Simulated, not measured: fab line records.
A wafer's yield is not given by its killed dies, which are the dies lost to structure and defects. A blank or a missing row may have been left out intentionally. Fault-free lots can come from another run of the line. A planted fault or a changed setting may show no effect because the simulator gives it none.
fab line records | flow gf180mcu
[record] lots = 14 wafers = 42 last-day = 34
route steps=602 shown POLY_GATE@163 CONTACT@302
lots untouched by any fault: they come from a run of this same line in which no faults occurred
start-h: the number of hours between the record's first day and the start of the first shown wafer of the lot | wait-h: hours since the lot's step before | " unchanged from the row above | L1.1+2: a single row standing in for several wafers | - no value present, or no start provided | * or withheld: withheld | < > ~ a bound
route shown NAME@n: NAME is a module with steps in the file, n the number in the route of the first one | usual: mean and standard deviation over wafers with no fault | same: alike in all rows | chamber/n: place in a boat | sites: per-site readings | _std_site: how widely they spread, as a standard deviation | _edge_site: inner sites' mean taken away from outer sites' mean | radius-mm: for every site, how far away it sits from the centre of the wafer | mask NAME#n: copy n | behind: the most recent tool/chamber to have shaped the wafer | hold: why the lot was held/for how many hours/how that ended | device: names the non-switching transistor (n, p or np) | end of line: the tests these same wafers got at the end of their route | step lacking rows: just its recipe | killed: dies that structure and defects cost at the first sort, which is not the same as the wafer's yield | map: a wafer's dies, marking killed ones x, the rest . and places with no die _
set.NAME: the setting that was run; set.NAME@STEP: the one run at that earlier step | model.NAME: the simulator's own value behind a step, which no gauge read
the route's steps for a sample of lots (tables are steps, rows are wafers)
services: a tool's chamber out of use, with start hour (start-h, from the record's first day; less than 0 if before it), hours out, and reason
[[steps]]
[step GF_POLY_GATE_SOFTBAKE_06]
[recipe] temp-c = 130 time-s = 60 resist = KrF
[usual] heater-power-total-W = 93.04/0.067 plate-temp-C = 129.97/0.13
// columns lot.wafer tool chamber start-h wait-h heater-power-total-W plate-temp-C
L805.1 litho-track-03 0 186 - 93.13 129.82
L805.3 " 0 " " 92.91 130.19
L805.5 " 0 " " 93.12 130.11
L806.1 litho-track-01 0 192 - 93.00 129.86
L806.2 " 0 " " 93.15 129.89
L806.6 " 0 " " 93.08 130.33
L807.1 litho-track-01 0 200 - 92.95 129.88
L807.3 " 0 " " 93.10 130.04
L807.4 " 0 " " 93.12 130.01
L811.2 litho-track-02 0 227 - 93.00 130.05
L811.4 " 0 " " 92.89 129.99
L811.6 " 0 " " 93.04 129.98
L813.3 litho-track-03 0 238 - 92.90 129.81
L813.4 " 0 " " 93.04 129.96
L813.6 " 0 " " 93.03 129.84
L816.2 litho-track-01 0 275 - 91.12 127.88
L816.3 " 0 " " 90.99 127.73
L816.4 " 0 " " 91.01 127.60
L817.2 litho-track-01 0 276 - 91.04 127.94
L817.4 " 0 277 - 91.08 127.61
L817.5 " 0 " " 90.98 127.94
L819.1 litho-track-03 0 286 - 92.98 130.19
L819.5 " 0 " " 93.06 130.10
L819.6 " 0 " " 93.08 130.13
L821.3 litho-track-02 0 301 - 93.02 129.91
L821.5 " 0 302 - 93.09 129.87
L821.6 " 0 " " 93.03 129.89
L820.1 litho-track-03 0 302 - 93.05 129.93
L820.4 " 0 " " 92.96 129.97
L820.6 " 0 " " 92.92 130.14
L822.1 litho-track-03 0 309 - 93.19 129.72
L822.2 " 0 " " 93.13 129.91
L822.4 " 0 " " 93.12 129.90
L825.2 litho-track-02 0 326 - 93.10 129.91
L825.3 " 0 " " 93.00 129.94
L825.4 " 0 " " 92.97 130.09
L826.2 litho-track-03 0 345 - 93.00 130.14
L826.4 " 0 " " 93.00 130.09
L826.6 " 0 " " 93.09 129.95
L828.3 litho-track-01 0 357 - 93.06 130.03
L828.4 " 0 " " 93.02 129.97
L828.5 " 0 " " 93.11 129.90
[step GF_POLY_GATE_CD_MEAS_10]
[recipe] target-cd-nm = 280
[usual] cd-nm = 280.4/1.6
// columns lot.wafer tool chamber start-h wait-h cd-nm
L805.1 cd-sem-02 - 195.05 0.1 279.3
L805.3 " - " " 279.1
L805.5 " - " " 280.4
L806.1 cd-sem-01 - 201.20 0.1 281.5
L806.2 " - " " 281.0
L806.6 " - " " 280.8
L807.1 cd-sem-01 - 209.25 0.1 279.5
L807.3 " - " " 281.2
L807.4 " - " " 280.7
L811.2 cd-sem-01 - 236.62 0.1 279.5
L811.4 " - " " 279.6
L811.6 " - " " 279.7
L813.3 cd-sem-01 - 247.35 0.1 280.3
L813.4 " - " " 279.8
L813.6 " - " " 280.6
L816.2 cd-sem-02 - 284.92 0.1 286.2
L816.3 " - " " 284.7
L816.4 " - " " 286.2
L817.2 cd-sem-02 - 287.22 0.1 284.1
L817.4 " - " " 284.4
L817.5 " - " " 283.9
L819.1 cd-sem-01 - 296.51 0.1 277.2
L819.5 " - " " 278.1
L819.6 " - " " 278.0
L821.3 cd-sem-02 - 311.94 0.1 279.0
L821.5 " - " " 280.0
L821.6 " - " " 279.8
L820.1 cd-sem-02 - 316.23 0.1 283.0
L820.4 " - " " 283.0
L820.6 " - " " 283.9
L822.1 cd-sem-02 - 319.96 0.1 277.5
L822.2 " - " " 278.6
L822.4 " - " " 277.5
L825.2 cd-sem-02 - 337.20 0.1 279.7
L825.3 " - " " 279.7
L825.4 " - " " 280.1
L826.2 cd-sem-02 - 356.63 0.1 280.2
L826.4 " - " " 280.0
L826.6 " - " " 279.6
L828.3 cd-sem-01 - 368.39 0.1 283.6
L828.4 " - " " 282.4
L828.5 " - " " 282.7
[step GF_CONTACT_OVL_MEAS_15]
[usual] CONTACT_OVL = 3/5.6
// columns lot.wafer tool chamber start-h wait-h CONTACT_OVL[nm]
L805.1 overlay-01 - 362.35 0.1 -4
L805.3 " - " " -2
L805.5 " - " " 6
L806.1 overlay-02 - 365.65 0.1 8
L806.2 " - " " 7
L806.6 " - " " 6
L807.1 overlay-01 - 376.66 0.1 9
L807.3 " - " " 6
L807.4 " - " " 5
L811.2 overlay-02 - 411.45 0.1 -7
L811.4 " - " " -7
L811.6 " - " " -2
L813.3 overlay-02 - 426.74 0.1 4
L813.4 " - " " -5
L813.6 " - " " 0
L816.2 overlay-01 - 471.03 0.1 11
L816.3 " - " " 22
L816.4 " - " " 15
L817.2 overlay-01 - 475.83 0.1 -1
L817.4 " - " " 5
L817.5 " - " " 1
L819.1 overlay-01 - 486.12 0.1 2
L819.5 " - " " 2
L819.6 " - " " 0
L821.3 overlay-02 - 504.53 0.1 5
L821.5 " - " " 15
L821.6 " - " " 3
L820.1 overlay-02 - 509.05 0.1 5
L820.4 " - " " 2
L820.6 " - " " -4
L822.1 overlay-01 - 513.90 0.1 4
L822.2 " - " " 1
L822.4 " - " " -4
L825.2 overlay-02 - 532.28 0.1 -5
L825.3 " - " " -6
L825.4 " - " " 2
L826.2 overlay-01 - 552.15 0.1 1
L826.4 " - " " -4
L826.6 " - " " -5
L828.3 overlay-02 - 562.33 0.1 10
L828.4 " - " " 7
L828.5 " - " " 11
[step GF_CONTACT_CVD_24]
[recipe] material = W target-thk-nm = 300 time-s = 90.339 temp-c = 400 pressure-torr = 40
[usual] heater-power-w = 898/58
// columns lot.wafer tool chamber start-h wait-h heater-power-w
L805.1 cvd-w-02 1 362.95 0.0 857
L805.3 " 0 " " 1053
L805.5 " 0 " " 1038
L806.1 cvd-w-01 0 366.25 0.0 865
L806.2 " 1 " " 903
L806.6 " 1 " " 905
L807.1 cvd-w-02 1 377.26 0.0 874
L807.3 " 1 " " 872
L807.4 " 0 " " 1040
L811.2 cvd-w-02 0 412.04 0.0 986
L811.4 " 1 " " 850
L811.6 " 1 " " 830
L813.3 cvd-w-02 0 427.37 0.1 972
L813.4 " 1 " " 831
L813.6 " 0 " " 995
L816.2 cvd-w-02 0 471.63 0.0 972
L816.3 " 1 " " 833
L816.4 " 0 " " 968
L817.2 cvd-w-02 1 476.43 0.0 864
L817.4 " 1 " " 829
L817.5 " 1 " " 861
L819.1 cvd-w-01 0 486.74 0.0 852
L819.5 " 1 " " 925
L819.6 " 0 " " 862
L821.3 cvd-w-01 0 505.17 0.1 846
L821.5 " 1 " " 918
L821.6 " 0 " " 848
L820.1 cvd-w-01 1 509.64 0.0 882
L820.4 " 0 " " 866
L820.6 " 1 " " 916
L822.1 cvd-w-02 0 514.53 0.0 987
L822.2 " 1 " " 837
L822.4 " 0 " " 977
L825.2 cvd-w-02 0 532.88 0.0 963
L825.3 " 1 " " 835
L825.4 " 0 " " 990
L826.2 cvd-w-01 1 552.74 0.0 931
L826.4 " 0 " " 855
L826.6 " 1 " " 906
L828.3 cvd-w-01 1 562.95 0.1 919
L828.4 " 0 " " 861
L828.5 " 1 " " 926
[step GF_CONTACT_RS_MEAS_25]
[recipe] thk-meas-gauge = four-point-probe reads = W_of_CONTACT_CVD_24+TiN_of_CONTACT_SPUTTER_23+Ti_of_CONTACT_SPUTTER_22
[usual] CONTACT_W_RS = 0.385/0.0049
// columns lot.wafer tool chamber start-h wait-h CONTACT_W_RS[ohm/sq]
L805.1 film-metro-01 - 363.05 0.1 0.389
L805.3 " - " " 0.390
L805.5 " - " " 0.389
L806.1 film-metro-04 - 366.35 0.1 0.377
L806.2 " - " " 0.383
L806.6 " - " " 0.384
L807.1 film-metro-04 - 377.36 0.1 0.384
L807.3 " - " " 0.388
L807.4 " - " " 0.394
L811.2 film-metro-04 - 412.16 0.1 0.387
L811.4 " - " " 0.385
L811.6 " - " " 0.391
L813.3 film-metro-03 - 427.48 0.1 0.395
L813.4 " - " " 0.390
L813.6 " - " " 0.394
L816.2 film-metro-04 - 471.75 0.1 0.391
L816.3 " - " " 0.385
L816.4 " - " " 0.392
L817.2 film-metro-03 - 476.55 0.1 0.385
L817.4 " - " " 0.387
L817.5 " - " " 0.382
L819.1 film-metro-01 - 486.84 0.1 0.384
L819.5 " - " " 0.380
L819.6 " - " " 0.389
L821.3 film-metro-03 - 505.28 0.1 0.388
L821.5 " - " " 0.374
L821.6 " - " " 0.385
L820.1 film-metro-03 - 509.74 0.1 0.376
L820.4 " - " " 0.387
L820.6 " - " " 0.380
L822.1 film-metro-03 - 514.63 0.1 0.387
L822.2 " - " " 0.385
L822.4 " - " " 0.390
L825.2 film-metro-04 - 533.00 0.1 0.389
L825.3 " - " " 0.379
L825.4 " - " " 0.387
L826.2 film-metro-01 - 552.86 0.1 0.377
L826.4 " - " " 0.387
L826.6 " - " " 0.377
L828.3 film-metro-03 - 563.06 0.1 0.374
L828.4 " - " " 0.388
L828.5 " - " " 0.381
[[services]]
// columns tool chamber start-h hours kind
cvd-w-02 - 168.55 0.5 repair
cvd-w-01 1 180.21 4.5 repair
cvd-w-01 - 208.57 1.1 repair
cvd-w-02 1 328.50 8.0 repair
cvd-w-02 0 381.45 10.5 repair
cvd-w-02 - 390.00 14.0 pm
cvd-w-02 0 390.00 14.0 vent-cycle
cvd-w-02 1 390.00 14.0 vent-cycle
cvd-w-02 0 404.00 - clean
cvd-w-02 1 404.00 - clean
cvd-w-01 - 412.57 2.8 pm
cvd-w-02 - 453.46 6.9 pm
cvd-w-02 1 463.15 2.4 repair
cvd-w-02 - 473.23 0.5 repair
cvd-w-01 - 473.91 6.9 pm
cvd-w-02 - 514.77 1.0 repair
cvd-w-02 0 560.29 28.8 repair
[[key]]
[first-sign] step = GF_POLY_GATE_SOFTBAKE_06 reading = heater-power-total-W direction = down sigmas = 30 usual = 93.04 struck = 91.04
[effect] step = GF_POLY_GATE_SOFTBAKE_06 reading = plate-temp-C direction = down sigmas = 17 usual = * struck = *
[effect] step = GF_POLY_GATE_CD_MEAS_10 reading = cd-nm direction = up sigmas = 2.8 usual = 280.4 struck = 284.9
met-at GF_POLY_GATE_SOFTBAKE_06
struck-lots L816,L817
tester-left-out L816,L817
not-acting-at GF_CONTACT_OVL_MEAS_15,GF_CONTACT_CVD_24,GF_CONTACT_RS_MEAS_25
onset-between 200 275
[fault] kind = process-parameter-drift tool = litho-track-01 chamber = - onset-h = 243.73 steps = GF_POLY_GATE_SOFTBAKE_06 channel = temp-c offset = * shape = step end-h = 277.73 acts-in = * stated = *
// tester-left-out: of these lots the tester's yield and bins aren't shown, on N5 and GAA mostly nor the transistor test; their killed dies are dies lost to structure and defects alone, not to doping, threshold or leakage, so they don't give the yield
